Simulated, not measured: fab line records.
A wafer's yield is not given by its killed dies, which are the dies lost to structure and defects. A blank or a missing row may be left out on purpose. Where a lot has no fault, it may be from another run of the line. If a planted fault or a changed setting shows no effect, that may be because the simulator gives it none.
fab line records -- flow sky130
record: lots: 6, wafers: 17, last_day: 50
route steps=708 shown LI_CONTACT@383 LOCAL_INTERCONNECT@387
lots that met no fault: taken from a fault-free run of the same line
start_h: start of the lot's first displayed wafer, in hours after the record's first day -- wait_h: hours from the lot's prior step to this one -- " the same as in the row above -- L1.1+2: a single row standing in for several wafers -- - value missing, or start not given -- * or withheld: withheld -- < > ~ a bound
route shown NAME@n: a module of which the file shows steps, and the number in the route of the first -- usual: the fault-free wafers' mean and standard deviation -- same: alike in all rows -- chamber/n: place in a boat -- sites: the reading at each site -- _std_site: the standard deviation of these -- _edge_site: mean of outer sites minus mean of inner sites -- radius_mm: how far each site lies from the wafer's centre -- mask NAME#n: copy n -- behind: the most recent tool/chamber to have shaped the wafer -- hold: what put the lot on hold/how long, in hours/how the hold closed -- device: the n, p or np transistor that did not switch -- end of line: tests run on the same wafers once the route is complete -- a step given without rows: its recipe and nothing more -- killed: dies lost to structure and defects at the first sort, not the wafer's yield -- map: per-die view of a wafer (x killed, . not killed, _ where there is no die)
set.NAME: the setting that was run; set.NAME@STEP: the one run at that earlier step -- model.NAME: the simulator's own value behind a step, which no gauge read
lots seen at some steps along the route; tables by step, rows by wafer
services: when a tool's chamber went out of use (start_h, in hours from the record's first day, below 0 if earlier), for how many hours, and the reason
== steps ==
step: SKY_LI_CONTACT_CVD_21
recipe: material: W, target_thk_nm: 400, time_s: 120.56, temp_c: 400, pressure_torr: 40
usual: heater_power_w: 928/33
lot.wafer,tool,chamber,start_h,wait_h,heater_power_w
L919.2,cvd_w-01,1,687.84,0.0,880
L919.3,cvd_w-01,1,687.84,0.0,864
L919.4,cvd_w-01,0,687.84,0.0,924
L924.2,cvd_w-01,1,750.84,0.0,890
L924.4,cvd_w-01,1,750.84,0.0,877
L924.5,cvd_w-01,0,750.84,0.0,924
L934.1,cvd_w-02,0,813.52,0.0,960
L934.3,cvd_w-02,0,813.52,0.0,974
L935.3,cvd_w-01,0,813.74,0.1,924
L935.5,cvd_w-01,1,813.74,0.1,901
L935.6,cvd_w-01,0,813.74,0.1,902
L937.1,cvd_w-02,0,825.74,0.0,982
L937.3,cvd_w-02,1,825.74,0.0,936
L937.5,cvd_w-02,1,825.74,0.0,957
L939.1,cvd_w-02,0,844.47,0.0,972
L939.4,cvd_w-02,0,844.47,0.0,969
L939.5,cvd_w-02,0,844.47,0.0,962
step: SKY_LI_CONTACT_RS_MEAS_22
recipe: thk_meas_gauge: four-point-probe, reads: W_of_LI_CONTACT_CVD_21+TiN_of_LI_CONTACT_SPUTTER_20+Ti_of_LI_CONTACT_SPUTTER_19
usual: LI_CONTACT_W_RS: 0.2818/0.0026
lot.wafer,tool,chamber,start_h,wait_h,LI_CONTACT_W_RS[ohm/sq]
L919.2,film_metro-02,-,687.99,0.1,0.2837
L919.3,film_metro-02,-,687.99,0.1,0.2790
L919.4,film_metro-02,-,687.99,0.1,0.2835
L924.2,film_metro-04,-,750.99,0.1,0.2834
L924.4,film_metro-04,-,750.99,0.1,0.2819
L924.5,film_metro-04,-,750.99,0.1,0.2790
L934.1,film_metro-04,-,813.65,0.1,0.2864
L934.3,film_metro-04,-,813.65,0.1,0.2861
L935.3,film_metro-02,-,813.86,0.1,0.2794
L935.5,film_metro-02,-,813.86,0.1,0.2822
L935.6,film_metro-02,-,813.86,0.1,0.2794
L937.1,film_metro-02,-,825.86,0.1,0.2805
L937.3,film_metro-02,-,825.86,0.1,0.2809
L937.5,film_metro-02,-,825.86,0.1,0.2809
L939.1,film_metro-02,-,844.60,0.1,0.2826
L939.4,film_metro-02,-,844.60,0.1,0.2816
L939.5,film_metro-02,-,844.60,0.1,0.2838
step: SKY_LI_CONTACT_THK_MEAS_23
recipe: thk_meas_gauge: xrf, reads: W_of_LI_CONTACT_CVD_21
usual: LI_CONTACT_W_THK: 413/5.6
lot.wafer,tool,chamber,start_h,wait_h,LI_CONTACT_W_THK[nm]
L919.2,film_metro-02,-,688.10,0.1,407
L919.3,film_metro-02,-,688.10,0.1,416
L919.4,film_metro-02,-,688.10,0.1,404
L924.2,film_metro-04,-,751.10,0.1,411
L924.4,film_metro-04,-,751.10,0.1,415
L924.5,film_metro-04,-,751.10,0.1,419
L934.1,film_metro-04,-,813.77,0.1,409
L934.3,film_metro-04,-,813.77,0.1,414
L935.3,film_metro-02,-,813.96,0.1,421
L935.5,film_metro-02,-,813.96,0.1,414
L935.6,film_metro-02,-,813.96,0.1,417
L937.1,film_metro-02,-,825.98,0.1,408
L937.3,film_metro-02,-,825.98,0.1,409
L937.5,film_metro-02,-,825.98,0.1,409
L939.1,film_metro-02,-,844.72,0.1,407
L939.4,film_metro-02,-,844.72,0.1,408
L939.5,film_metro-02,-,844.72,0.1,406
step: SKY_LI_CONTACT_CMP_24
recipe: stop_on: PSG, t_overpolish_s: 20, down_force_psi: 3.5, platen_rpm: 60, target_thk_nm: 0, pad_velocity_m_s: 0.94248
usual: motor_current_A: 10.6/1.2, overpolish_run_s: 20.000/0.0087, platen_rpm: 60.00/0.036, time_to_endpoint_s: 97/6.3
lot.wafer,tool,chamber,start_h,wait_h,motor_current_A,overpolish_run_s,platen_rpm,time_to_endpoint_s
L919.3,cmp-02,2,688.27,0.2,11.4,20.010,60.03,96
L919.2,cmp-02,3,688.27,0.2,10.1,19.992,60.07,101
L919.4,cmp-02,0,688.27,0.2,10.6,20.014,59.97,104
L924.2,cmp-02,0,751.51,0.4,10.6,20.004,59.98,105
L924.4,cmp-02,1,751.51,0.4,9.3,19.999,60.00,97
L924.5,cmp-02,3,751.51,0.4,10.5,19.990,60.04,106
L934.3,cmp-02,0,813.83,0.0,10.8,20.000,59.95,106
L934.1,cmp-02,3,813.83,0.0,9.9,19.989,60.00,100
L935.3,cmp-02,3,814.13,0.2,10.0,19.993,59.94,101
L935.6,cmp-02,3,814.13,0.2,10.4,20.002,60.01,99
L935.5,cmp-02,0,814.13,0.2,10.7,19.999,60.03,103
L937.3,cmp-01,3,826.04,0.0,11.7,19.994,59.94,90
L937.1,cmp-01,0,826.04,0.0,9.4,20.005,60.02,89
L937.5,cmp-01,0,826.04,0.0,9.9,20.005,60.07,90
L939.4,cmp-01,0,844.83,0.1,9.7,20.007,60.05,86
L939.1,cmp-01,2,844.83,0.1,11.5,20.004,59.98,94
L939.5,cmp-01,0,844.83,0.1,9.8,20.007,60.02,87
step: SKY_LOCAL_INTERCONNECT_SPUTTER_00
recipe: material: TiN, target_thk_nm: 100, temp_c: 300, power_w: 6500, time_s: 83.3, chamber_pressure_pa: 0.4
usual: throttle_valve_pct: 29.9/1.1
lot.wafer,tool,chamber,start_h,wait_h,throttle_valve_pct
L919.2,pvd_sputter-04,-,688.52,0.1,30.5
L919.3,pvd_sputter-04,-,688.52,0.1,28.8
L919.4,pvd_sputter-04,-,688.52,0.1,29.1
L924.2,pvd_sputter-01,-,751.76,0.2,30.4
L924.4,pvd_sputter-01,-,751.76,0.2,28.3
L924.5,pvd_sputter-01,-,751.76,0.2,30.2
L934.1,pvd_sputter-04,-,814.13,0.1,29.3
L934.3,pvd_sputter-04,-,814.13,0.1,30.2
L935.3,pvd_sputter-01,-,814.43,0.2,27.8
L935.5,pvd_sputter-01,-,814.43,0.2,28.8
L935.6,pvd_sputter-01,-,814.43,0.2,30.4
L937.1,pvd_sputter-01,-,826.34,0.2,30.3
L937.3,pvd_sputter-01,-,826.34,0.2,28.2
L937.5,pvd_sputter-01,-,826.34,0.2,28.3
L939.1,pvd_sputter-01,-,845.08,0.1,27.9
L939.4,pvd_sputter-01,-,845.08,0.1,28.7
L939.5,pvd_sputter-01,-,845.08,0.1,30.4
step: SKY_LOCAL_INTERCONNECT_RS_MEAS_01
recipe: thk_meas_gauge: four-point-probe, reads: TiN_of_LOCAL_INTERCONNECT_SPUTTER_00
usual: LOCAL_INTERCONNECT_TIN_RS: 14.18/0.15
lot.wafer,tool,chamber,start_h,wait_h,LOCAL_INTERCONNECT_TIN_RS[ohm/sq]
L919.2,film_metro-02,-,688.60,0.1,13.98
L919.3,film_metro-02,-,688.60,0.1,14.04
L919.4,film_metro-02,-,688.60,0.1,14.23
L924.2,film_metro-02,-,751.84,0.1,14.33
L924.4,film_metro-02,-,751.84,0.1,14.15
L924.5,film_metro-02,-,751.84,0.1,14.18
L934.1,film_metro-03,-,814.19,0.0,14.13
L934.3,film_metro-03,-,814.19,0.0,14.22
L935.3,film_metro-01,-,814.53,0.1,14.09
L935.5,film_metro-01,-,814.53,0.1,14.24
L935.6,film_metro-01,-,814.53,0.1,14.11
L937.1,film_metro-02,-,826.40,0.0,14.31
L937.3,film_metro-02,-,826.40,0.0,14.21
L937.5,film_metro-02,-,826.40,0.0,14.19
L939.1,film_metro-01,-,845.14,0.0,14.05
L939.4,film_metro-01,-,845.14,0.0,14.22
L939.5,film_metro-01,-,845.14,0.0,14.31
step: SKY_LOCAL_INTERCONNECT_THK_MEAS_02
recipe: thk_meas_gauge: xrf, reads: TiN_of_LOCAL_INTERCONNECT_SPUTTER_00
usual: LOCAL_INTERCONNECT_TIN_THK: 100.9/1.1
lot.wafer,tool,chamber,start_h,wait_h,LOCAL_INTERCONNECT_TIN_THK[nm]
L919.2,film_metro-02,-,688.71,0.1,103.4
L919.3,film_metro-02,-,688.71,0.1,102.7
L919.4,film_metro-02,-,688.71,0.1,101.0
L924.2,film_metro-02,-,751.95,0.1,100.6
L924.4,film_metro-02,-,751.95,0.1,101.5
L924.5,film_metro-02,-,751.95,0.1,101.2
L934.1,film_metro-03,-,814.31,0.1,100.5
L934.3,film_metro-03,-,814.31,0.1,99.6
L935.3,film_metro-01,-,814.63,0.1,101.7
L935.5,film_metro-01,-,814.63,0.1,100.6
L935.6,film_metro-01,-,814.63,0.1,101.3
L937.1,film_metro-02,-,826.52,0.1,100.5
L937.3,film_metro-02,-,826.52,0.1,100.8
L937.5,film_metro-02,-,826.52,0.1,101.0
L939.1,film_metro-01,-,845.26,0.1,102.7
L939.4,film_metro-01,-,845.26,0.1,101.4
L939.5,film_metro-01,-,845.26,0.1,100.7
step: SKY_LOCAL_INTERCONNECT_DEHYDRATE_03
recipe: temp_c: 200, time_s: 60
step: SKY_LOCAL_INTERCONNECT_HMDS_04
recipe: prime_time_s: 60, prime_temp_c: 120
step: SKY_LOCAL_INTERCONNECT_COAT_05
recipe: resist: BARC, temp_c: withheld, time_s: withheld, spin_rpm: 3000, resist_thk_nm: 60
step: SKY_LOCAL_INTERCONNECT_COAT_06
recipe: resist: KrF-thick, spin_rpm: 3000, resist_thk_nm: 450
step: SKY_LOCAL_INTERCONNECT_SOFTBAKE_07
recipe: temp_c: 100, time_s: 90, resist: KrF-thick
step: SKY_LOCAL_INTERCONNECT_EXPOSE_08
recipe: mask_id: LI1M, na: 0.8, source_shape: annular, sigma_inner: 0.55, sigma_outer: 0.85, target_cd_nm: 170, dose_mj: 28
usual: exposure_dose_mJ_cm2: 28.004/0.026
lot.wafer,tool,chamber,start_h,wait_h,mask,exposure_dose_mJ_cm2
L919.2,krf_scanner-02,0,702.94,-,LI1M#0,27.967
L919.3,krf_scanner-02,0,702.94,-,LI1M#0,28.006
L919.4,krf_scanner-02,0,702.94,-,LI1M#0,27.973
L924.2,krf_scanner-01,0,766.39,-,LI1M#0,27.974
L924.4,krf_scanner-01,0,766.39,-,LI1M#0,28.038
L924.5,krf_scanner-01,0,766.39,-,LI1M#0,28.007
L934.1,krf_scanner-02,0,827.29,-,LI1M#0,28.039
L934.3,krf_scanner-02,0,827.29,-,LI1M#0,28.000
L935.3,krf_scanner-02,0,827.97,-,LI1M#0,27.998
L935.5,krf_scanner-02,0,827.97,-,LI1M#0,28.026
L935.6,krf_scanner-02,0,827.97,-,LI1M#0,28.017
L937.1,krf_scanner-01,0,839.97,-,LI1M#0,27.995
L937.3,krf_scanner-01,0,839.97,-,LI1M#0,28.019
L937.5,krf_scanner-01,0,839.97,-,LI1M#0,28.001
L939.1,krf_scanner-01,0,859.43,-,LI1M#0,28.039
L939.4,krf_scanner-01,0,859.43,-,LI1M#0,28.037
L939.5,krf_scanner-01,0,859.43,-,LI1M#0,28.034
step: SKY_LOCAL_INTERCONNECT_PEB_09
recipe: peb_temp_c: withheld, peb_time_s: withheld, resist: KrF-thick
step: SKY_LOCAL_INTERCONNECT_DEVELOP_10
recipe: develop_time_s: 60, resist: KrF-thick, dev_temp_c: 21
step: SKY_LOCAL_INTERCONNECT_CD_MEAS_11
recipe: target_cd_nm: 170
usual: cd_nm: 170.3/1.5
lot.wafer,tool,chamber,start_h,wait_h,cd_nm
L919.2,cd_sem-01,-,717.19,-,169.4
L919.3,cd_sem-01,-,717.19,-,169.8
L919.4,cd_sem-01,-,717.19,-,171.2
L924.2,cd_sem-02,-,779.76,-,171.7
L924.4,cd_sem-02,-,779.76,-,173.1
L924.5,cd_sem-02,-,779.76,-,171.7
L934.1,cd_sem-02,-,840.32,-,171.6
L934.3,cd_sem-02,-,840.32,-,82.7
L935.3,cd_sem-01,-,841.06,-,81.5
L935.5,cd_sem-01,-,841.06,-,170.4
L935.6,cd_sem-01,-,841.06,-,82.0
L937.1,cd_sem-01,-,853.07,-,167.5
L937.3,cd_sem-01,-,853.07,-,166.6
L937.5,cd_sem-01,-,853.07,-,167.0
L939.1,cd_sem-02,-,872.13,-,171.0
L939.4,cd_sem-02,-,872.13,-,171.4
L939.5,cd_sem-02,-,872.13,-,170.2
step: SKY_LOCAL_INTERCONNECT_OVL_MEAS_12
usual: LOCAL_INTERCONNECT_OVL: -6/5
lot.wafer,tool,chamber,start_h,wait_h,LOCAL_INTERCONNECT_OVL[nm]
L919.2,overlay-01,-,717.29,0.1,-3
L919.3,overlay-01,-,717.29,0.1,-3
L919.4,overlay-01,-,717.29,0.1,-5
L924.2,overlay-02,-,779.87,0.1,-16
L924.4,overlay-02,-,779.87,0.1,-15
L924.5,overlay-02,-,779.87,0.1,-12
L934.1,overlay-02,-,840.44,0.1,-6
L934.3,overlay-02,-,840.44,0.1,3
L935.3,overlay-02,-,841.15,0.1,0
L935.5,overlay-02,-,841.15,0.1,-2
L935.6,overlay-02,-,841.15,0.1,-2
L937.1,overlay-02,-,853.19,0.1,-4
L937.3,overlay-02,-,853.19,0.1,-3
L937.5,overlay-02,-,853.19,0.1,-5
L939.1,overlay-02,-,872.25,0.1,-10
L939.4,overlay-02,-,872.25,0.1,-5
L939.5,overlay-02,-,872.25,0.1,-5
step: SKY_LOCAL_INTERCONNECT_ETCH_13
recipe: chemistry: N2/H2, target: BARC, ion_energy_ev: 200, bias_w: 100, pressure_mtorr: 30, n2_flow_sccm: 100, h2_flow_sccm: 200, icp_w: 500, stop_on: SiO2, time_s: 45.9, target_depth_a: 600
usual: drypump_motor_current_A: 5.5/0.39, oes_product_au: 0.855/0.0047, throttle_valve_pct: 13.225/0.0091
lot.wafer,tool,chamber,start_h,wait_h,drypump_motor_current_A,oes_product_au,rf_hours_counter_h,throttle_valve_pct,model.LOCAL_INTERCONNECT.cd_nm
L919.2,rie_metal-02,1,717.32,0.0,5.0,0.857,4,13.217,168.3
L919.3,rie_metal-02,1,717.32,0.0,5.0,0.857,-,13.212,168.6
L919.4,rie_metal-02,0,717.32,0.0,5.8,0.854,-,13.223,170.6
L924.2,rie_metal-04,0,779.90,0.0,5.9,0.851,5,13.227,170.9
L924.4,rie_metal-04,0,779.90,0.0,5.9,0.862,-,13.228,172
L924.5,rie_metal-04,1,779.90,0.0,5.7,0.854,-,13.223,170.6
L934.1,rie_metal-04,0,840.48,0.0,5.9,0.846,7,13.222,170.6
L934.3,rie_metal-04,0,840.48,0.0,5.9,0.845,-,13.232,81.81
L935.3,rie_metal-02,1,841.20,0.0,5.0,0.849,-,13.222,80.92
L935.5,rie_metal-02,1,841.20,0.0,5.0,0.852,-,13.221,169.6
L935.6,rie_metal-02,0,841.20,0.0,5.8,0.850,-,13.216,81.2
L937.1,rie_metal-01,1,853.23,0.0,5.0,0.856,3,13.226,167.2
L937.3,rie_metal-01,1,853.23,0.0,4.9,0.859,-,13.229,166.1
L937.5,rie_metal-01,0,853.23,0.0,5.9,0.849,-,13.232,168
L939.1,rie_metal-04,1,872.29,0.0,5.7,0.861,16,13.235,169.9
L939.4,rie_metal-04,1,872.29,0.0,5.7,0.864,-,13.234,170
L939.5,rie_metal-04,1,872.29,0.0,5.7,0.858,-,13.235,169.5
step: SKY_LOCAL_INTERCONNECT_METAL_ETCH_14
recipe: target_depth_nm: 110, stop_on: PSG, chemistry: Cl2/BCl3, target: TiN, resist_sidewall_deg: 88, pressure_mtorr: 10, icp_w: 900, bias_w: 48.5, Cl2_flow_sccm: 60, bcl3_flow_sccm: 30, time_s: 31.4
usual: bcl3_flow_sccm: 29.98/0.087, drypump_motor_current_A: 5.5/0.4, oes_product_au: 0.940/0.0077, throttle_valve_pct: 21.901/0.01
lot.wafer,tool,chamber,start_h,wait_h,bcl3_flow_sccm,drypump_motor_current_A,oes_product_au,rf_hours_counter_h,throttle_valve_pct,model.LOCAL_INTERCONNECT.cd_nm
L919.2,rie_metal-02,1,717.39,0.0,29.87,5.0,0.950,4,21.896,167.2
L919.3,rie_metal-02,1,717.39,0.0,29.93,5.0,0.944,-,21.901,167.5
L919.4,rie_metal-02,0,717.39,0.0,30.08,5.8,0.939,-,21.891,170.5
L924.2,rie_metal-04,0,779.96,0.0,29.93,5.9,0.926,5,21.881,172.5
L924.4,rie_metal-04,0,779.96,0.0,29.86,5.9,0.939,-,21.889,173.1
L924.5,rie_metal-04,1,779.96,0.0,29.89,5.7,0.936,-,21.911,171.8
L934.1,rie_metal-04,0,840.54,0.0,30.08,5.9,0.947,7,21.900,170.7
L934.3,rie_metal-04,0,840.54,0.0,29.98,5.9,0.934,-,21.903,82.13
L935.3,rie_metal-02,1,841.26,0.0,29.85,5.0,0.950,-,21.905,80.83
L935.5,rie_metal-02,1,841.26,0.0,29.82,5.0,0.938,-,21.915,169.4
L935.6,rie_metal-02,0,841.26,0.0,29.98,5.8,0.944,-,21.901,81.07
L937.1,rie_metal-01,1,853.29,0.0,29.97,4.9,0.934,3,21.922,168.4
L937.3,rie_metal-01,1,853.29,0.0,29.99,4.9,0.938,-,21.899,167.7
L937.5,rie_metal-01,0,853.29,0.0,29.93,5.9,0.938,-,21.905,168.8
L939.1,rie_metal-04,1,872.35,0.0,29.88,5.7,0.941,16,21.892,169.6
L939.4,rie_metal-04,1,872.35,0.0,29.92,5.7,0.940,-,21.893,169.4
L939.5,rie_metal-04,1,872.35,0.0,29.93,5.7,0.933,-,21.907,169.8
step: SKY_LOCAL_INTERCONNECT_STRIP_15
recipe: chemistry: O2/N2, power_w: 1400, pressure_mtorr: 1500, platen_temp_c: withheld, o2_flow_sccm: 3000, n2_flow_sccm: 300, overash_fraction: 0.5
usual: drypump_motor_current_A: 5.7/0.38, oes_product_au: 0.427/0.004, strip_time_to_endpoint_s: 4.708/0.028
lot.wafer,tool,chamber,start_h,wait_h,drypump_motor_current_A,oes_product_au,rf_hours_counter_h,strip_time_to_endpoint_s
L919.2,plasma_asher-01,1,717.44,0.0,5.9,0.430,91,4.673
L919.3,plasma_asher-01,1,717.44,0.0,5.9,0.436,-,4.685
L919.4,plasma_asher-01,0,717.44,0.0,5.7,0.431,-,4.688
L924.2,plasma_asher-02,0,780.01,0.0,5.4,0.432,4,4.756
L924.4,plasma_asher-02,1,780.01,0.0,5.5,0.419,-,4.747
L924.5,plasma_asher-02,0,780.01,0.0,5.3,0.421,-,4.723
L934.1,plasma_asher-04,0,840.59,0.0,6.6,0.428,67,4.751
L934.3,plasma_asher-04,1,840.59,0.0,5.4,0.434,-,4.762
L935.3,plasma_asher-01,0,841.32,0.1,5.7,0.427,-,4.719
L935.5,plasma_asher-01,1,841.32,0.1,5.9,0.429,-,4.693
L935.6,plasma_asher-01,0,841.32,0.1,5.7,0.422,-,4.687
L937.1,plasma_asher-04,1,853.34,0.0,5.4,0.426,68,4.690
L937.3,plasma_asher-04,1,853.34,0.0,5.4,0.423,-,4.671
L937.5,plasma_asher-04,0,853.34,0.0,6.5,0.429,-,4.676
L939.1,plasma_asher-02,1,872.40,0.0,5.4,0.433,14,4.744
L939.4,plasma_asher-02,0,872.40,0.0,5.4,0.429,-,4.720
L939.5,plasma_asher-02,1,872.40,0.0,5.4,0.429,-,4.733
== services ==
tool,chamber,start_h,hours,kind
cmp-01,-,672.53,1.7,repair
pvd_sputter-01,-,689.59,3.4,repair
cmp-02,-,705.36,5.2,pm
rie_metal-04,-,718.20,0.4,repair
cmp-02,-,722.75,2.5,repair
plasma_asher-02,-,733.75,9.0,pm
krf_scanner-02,-,736.14,1.3,pm
krf_scanner-02,-,741.89,0.8,pm
cmp-02,-,744.16,4.0,pm
rie_metal-02,-,753.57,28.1,pm
krf_scanner-01,-,760.06,1.3,pm
cvd_w-01,1,761.75,6.0,repair
krf_scanner-01,-,763.79,1.0,pm
rie_metal-04,-,771.82,2.8,pm
rie_metal-04,0,780.77,2.3,repair
krf_scanner-02,-,786.16,3.6,pm
krf_scanner-01,-,809.39,4.4,pm
krf_scanner-01,-,817.29,2.5,repair
cmp-02,-,819.59,3.8,repair
krf_scanner-02,-,819.80,1.0,pm
krf_scanner-01,-,825.37,0.8,pm
krf_scanner-02,-,847.89,4.4,pm
krf_scanner-02,-,857.54,2.8,repair
pvd_sputter-01,-,868.54,2.8,repair
== key ==
first_sign: step: SKY_LOCAL_INTERCONNECT_CD_MEAS_11, reading: cd_nm, direction: down, sigmas: 59, usual: 170.3, struck: 82.1
effect none on later readings
model_effect: step: SKY_LOCAL_INTERCONNECT_ETCH_13, value: LOCAL_INTERCONNECT.cd_nm, without: 169.9, struck: 81.31
model_effect: step: SKY_LOCAL_INTERCONNECT_METAL_ETCH_14, value: LOCAL_INTERCONNECT.cd_nm, without: 169.9, struck: 81.35
met_at SKY_LOCAL_INTERCONNECT_EXPOSE_08
struck_wafers L934.3,L935.3,L935.6
later_rows_left_out L934.3,L935.3,L935.6
sort_left_out L934.3,L935.3,L935.6
tester_left_out L934,L935
onset_between 702.94 827.29
fault: kind: process_parameter_drift, tool: krf_scanner-02, chamber: -, onset_h: 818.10, steps: SKY_LOCAL_INTERCONNECT_EXPOSE_08, channel: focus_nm, offset: 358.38, shape: step, end_h: 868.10, scope: struck_wafers_only
tester_left_out: of these lots the tester's yield and bins aren't shown, on N5 and GAA mostly nor the transistor test; their killed dies are dies lost to structure and defects alone, not to doping, threshold or leakage, so they don't give the yield
sort_left_out: the simulated sort isn't trusted on such a fault, so these wafers' sort isn't shown, and their yield isn't known
later_rows_left_out: the simulator's readings of these wafers behind a module that went badly wrong aren't trusted and aren't shown, but for the sort
